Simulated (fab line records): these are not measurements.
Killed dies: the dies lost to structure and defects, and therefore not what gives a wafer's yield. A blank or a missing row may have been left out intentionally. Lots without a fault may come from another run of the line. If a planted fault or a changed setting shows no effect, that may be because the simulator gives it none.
Which of the tools did it?	flow sky130	11 lots, 33 wafers sampled, at 4 steps of a route of 708

## WHAT THE GAUGES SHOWED, per wafer
SKY_LI_CONTACT_OVL_MEAS_13.
lot	measured	on	LI_CONTACT_OVL (nm)
L354	day 29 01:50	overlay-02	5 1 4
L355	day 29 11:41	overlay-02	7 2 4
L360	day 31 20:46	overlay-02	-3 3 0
L362	day 32 09:41	overlay-01	1 -1 -5
L363	day 32 14:05	overlay-02	-10 -4 -11
L368	day 34 00:50	overlay-02	-12 -5 -3
L370	day 34 18:32	overlay-02	-6 -6 -6
L374	day 35 15:40	overlay-01	-2 -2 2
L375	day 35 23:14	overlay-01	-5 -5 0
L376	day 36 06:56	overlay-01	0 -5 0
L377	day 36 11:16	overlay-02	-6 -4 -3

SKY_LI_CONTACT_RS_MEAS_22: uses a four-point probe to measure.
lot	measured	on	LI_CONTACT_W_RS (ohm/sq)
L354	day 29 02:33	film-metro-04	0.282 0.279 0.280
L355	day 29 12:25	film-metro-02	0.277 0.281 0.280
L360	day 31 21:29	film-metro-04	0.280 0.282 0.277
L362	day 32 10:24	film-metro-01	0.280 0.272 0.278
L363	day 32 14:49	film-metro-01	0.282 0.284 0.281
L368	day 34 01:35	film-metro-02	0.285 0.279 0.287
L370	day 34 19:16	film-metro-04	0.282 0.286 0.282
L374	day 35 16:23	film-metro-01	0.277 0.278 0.283
L375	day 35 23:57	film-metro-01	0.199 0.198 0.198
L376	day 36 07:40	film-metro-04	0.196 0.197 0.193
L377	day 36 12:01	film-metro-02	0.286 0.284 0.283

SKY_LI_CONTACT_THK_MEAS_23: measures by xrf.
lot	measured	on	LI_CONTACT_W_THK (nm)
L354	day 29 02:40	film-metro-04	410 417 414
L355	day 29 12:32	film-metro-02	427 415 419
L360	day 31 21:36	film-metro-04	406 404 409
L362	day 32 10:31	film-metro-01	418 431 420
L363	day 32 14:56	film-metro-01	413 412 417
L368	day 34 01:42	film-metro-02	404 416 404
L370	day 34 19:23	film-metro-04	403 398 402
L374	day 35 16:30	film-metro-01	425 421 415
L375	day 36 00:04	film-metro-01	- - -
L376	day 36 07:47	film-metro-04	- - -
L377	day 36 12:07	film-metro-02	404 407 408

## WHICH TOOL RAN EACH LOT (tool, then ch and the chambers of the sampled wafers, then the start)
lot	SKY_LI_CONTACT_CVD_21
L354	cvd-w-02 ch 0,1, day 29 02:26
L355	cvd-w-01 ch 0,1, day 29 12:17
L360	cvd-w-02 ch 0,1, day 31 21:22
L362	cvd-w-01 ch 0,1, day 32 10:17
L363	cvd-w-01 ch 0,1, day 32 14:41
L368	cvd-w-02 ch 0,1, day 34 01:28
L370	cvd-w-02 ch 0,1, day 34 19:08
L374	cvd-w-02 ch 0,1, day 35 16:16
L375	cvd-w-01 ch 0, day 35 23:50
L376	cvd-w-01 ch 0,1, day 36 07:32
L377	cvd-w-02 ch 0,1, day 36 11:54
- SKY_LI_CONTACT_CVD_21: deposits W, target thk 400 nm, time 120.56 s.

## AS READ BY THE TOOLS THEMSELVES (means over the sampled wafers that have a number; for cases with no such wafer, the mark the record gives instead)
SKY_LI_CONTACT_CVD_21.
lot	tool	heater-power-w (W)
L354	cvd-w-02	815
L355	cvd-w-01	854
L360	cvd-w-02	797
L362	cvd-w-01	1024
L363	cvd-w-01	858
L368	cvd-w-02	823
L370	cvd-w-02	794
L374	cvd-w-02	822
L375	cvd-w-01	700
L376	cvd-w-01	867
L377	cvd-w-02	812

## THE ANSWER, worked out from the rows above alone
Rule: the usual values come from the lots themselves. Put in order of their means at a reading, lots are off if they are a third of the lots or fewer, leave a main group of 4 or more, and stand apart from it by a gap of 3 or more times the standard deviation of the main group's means; of several such gaps the widest counts. A main group is skipped when, at the precision printed for the reading in the tables above, its means are all equal. A lot without any number at a reading at which 4 lots or more have one is off too. All remaining lots with rows at the step are treated as sound. Order of review: gauges by route order, followed by the tools' own readings, for which a lot's mean as printed above is used. At the first step where some lot is off, the reading lying furthest off is the one used; lots without a number count as furthest.
Off: at SKY_LI_CONTACT_RS_MEAS_22 (LI_CONTACT_W_RS), L375, L376. Mean 0.281 ohm/sq and standard deviation 0.0024 in the main group.
A tool fits if, at a process step before that reading, it ran every lot that is off, and no sound lot after the first of them. Gauges at SKY_LI_CONTACT_RS_MEAS_22: tried the same way as those tools. One fits: cvd-w-01 at SKY_LI_CONTACT_CVD_21. Its last sound lot is L363 (day 32 14:41), its first lot that is off L375 (day 35 23:50): a fault that began between those two fits.

## WHAT THE SIMULATOR PUT IN
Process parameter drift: cvd-w-01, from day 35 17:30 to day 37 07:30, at SKY_LI_CONTACT_CVD_21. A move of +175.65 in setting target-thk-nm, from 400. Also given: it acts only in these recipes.
Shown lots that were struck: L375, L376. Same finding as the rule above.
